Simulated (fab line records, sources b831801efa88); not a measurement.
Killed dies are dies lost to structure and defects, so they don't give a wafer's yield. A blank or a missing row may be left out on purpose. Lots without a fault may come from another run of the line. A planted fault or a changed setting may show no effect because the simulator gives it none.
A struck lot beside a sound one | flow sky130 | 18 steps out of a route of 708
Sound: wafers L741.1, L741.5, L741.6. Struck: wafers L755.1, L755.4. (L755.2 of the same lot was not struck and is left out.) The cause comes at the end.
At each step with rows: each side's tool, then ch and its chambers, then its first start. Under that, the readings that differ: sound wafers | struck wafers | difference of the means | sigmas: that difference in standard deviations of wafers without a fault.
alike: readings whose means differ by less than 2 such deviations, and words and numbers that are the same on both sides. not compared: withheld readings, readings that some wafer has no value for, bounds like >300 that may hide the same value, and numbers for which the record gives no deviation and whose values overlap.
The two part at a step that has a row with sigmas, a row that says differs or no value, or rows on one side only. Numbers that don't overlap but have no deviation are shown without sigmas and don't part them. A reading that every wafer of one side lacks parts them only if that side has two wafers or more.

first, 3 steps without rows for these wafers: SKY_VIA3_EXPOSE_09 (exposes mask VIM3, target cd 200 nm); SKY_VIA3_PEB_10; SKY_VIA3_DEVELOP_11 (develop time 60 s).
SKY_VIA3_CD_MEAS_12: target cd 200 nm.
  sound on cd_sem-01, day 40 14:55; struck on cd_sem-02, day 44 08:23
  alike: cd_nm
SKY_VIA3_OVL_MEAS_13:
  sound on overlay-01, day 40 15:02; struck on overlay-02, day 44 08:30
  alike: VIA3_OVL
SKY_VIA3_ETCH_14: etches BARC in N2/H2, stops on SiO2, time 45.9 s, target depth 60 nm.
  sound on rie_diel-04 ch 0,1, day 40 15:05; struck on rie_diel-04 ch 1,2, day 44 08:32
  alike: drypump_motor_current_A, oes_product_au, rf_fwd_power_W, throttle_valve_pct
  not compared: rf_hours_counter_h
SKY_VIA3_ETCH_15: etches SiO2 in C4F8/O2/Ar, stops on TiN, target depth 507 nm, time 78 s.
  sound on rie_diel-04 ch 0,1, day 40 15:07; struck on rie_diel-04 ch 1,2, day 44 08:35
  alike: oes_product_au, rf_fwd_power_W
SKY_VIA3_STRIP_16: strips in O2/N2.
  sound on plasma_asher-02 ch 0,1, day 40 15:11; struck on plasma_asher-02 ch 0, day 44 08:38
  alike: drypump_motor_current_A, oes_product_au, strip_time_to_endpoint_s
  not compared: rf_hours_counter_h
then, 3 steps without rows for these wafers: SKY_VIA3_STRIP_17 (strips in post etch residue remover, time 1200 s); SKY_VIA3_CLEAN_18 (cleans in IPA, time 180 s); SKY_VIA3_CLEAN_19 (cleans in O3/DIW).
SKY_VIA3_SPUTTER_20: material TiN, target thk 20 nm, time 80 s.
  sound on pvd_sputter-03, day 40 15:46; struck on pvd_sputter-02, day 44 09:14
  alike: chamber_pressure_pa, throttle_valve_pct
SKY_VIA3_CVD_21: deposits W, target thk 390 nm, time 117.31 s.
  sound on cvd_w-01 ch 0,1, day 40 15:50; struck on cvd_w-02 ch 0,1, day 44 09:17
  reading                            | sound             | struck      | difference | sigmas
  model.W_of_VIA3_CVD_21.thk_nm (nm) | 401.1 396.2 408.2 | 729.9 744.4 | +335.3     |
  alike: heater_power_w
SKY_VIA3_RS_MEAS_22: measures by four-point-probe.
  sound on film_metro-04, day 40 15:58; struck on film_metro-04, day 44 09:25
  reading            | sound             | struck      | difference | sigmas
  VIA3_W_RS (ohm/sq) | 0.285 0.289 0.281 | 0.156 0.153 | -0.130     | -22
SKY_VIA3_THK_MEAS_23: measures by xrf.
  sound on film_metro-04, day 40 16:05; struck on film_metro-04, day 44 09:32
  reading         | sound       | struck | difference                    | sigmas
  VIA3_W_THK (nm) | 409 404 419 | - -    | no value on the struck wafers |
SKY_VIA3_CMP_24: polishes, stops on SiO2, t overpolish 20 s, target thk 0 nm.
  sound on cmp-01 ch 0,2,3, day 40 16:14; struck on cmp-02 ch 1,3, day 44 09:35
  reading                | sound     | struck  | difference | sigmas
  time_to_endpoint_s (s) | 98 99 105 | 181 179 | +79        | +18
  alike: edge_zone_pressure_frac, motor_current_A
SKY_METAL4_SPUTTER_00: material Ti, target thk 15 nm, time 10 s.
  sound on pvd_sputter-04, day 40 16:26; struck on pvd_sputter-01, day 44 09:53
  reading                  | sound                | struck        | difference | sigmas
  chamber_pressure_pa (Pa) | 0.4004 0.4006 0.4006 | 0.3979 0.3994 | -0.0019    | -2
  alike: throttle_valve_pct
-- the record jumps here: 5 days lie between the struck wafers' starts before and after (it left off in module METAL4 and takes up again in module PAD_OPEN, whose first step shown is number 708 of the route) --
SKY_PAD_OPEN_PROBE_99:
  the record has rows for the struck wafers here (prober-01, day 49 16:11) and none for the sound ones

WHERE THEY PART
First at SKY_VIA3_RS_MEAS_22; last, within this record, at SKY_PAD_OPEN_PROBE_99.

WHY: what the simulator had put in
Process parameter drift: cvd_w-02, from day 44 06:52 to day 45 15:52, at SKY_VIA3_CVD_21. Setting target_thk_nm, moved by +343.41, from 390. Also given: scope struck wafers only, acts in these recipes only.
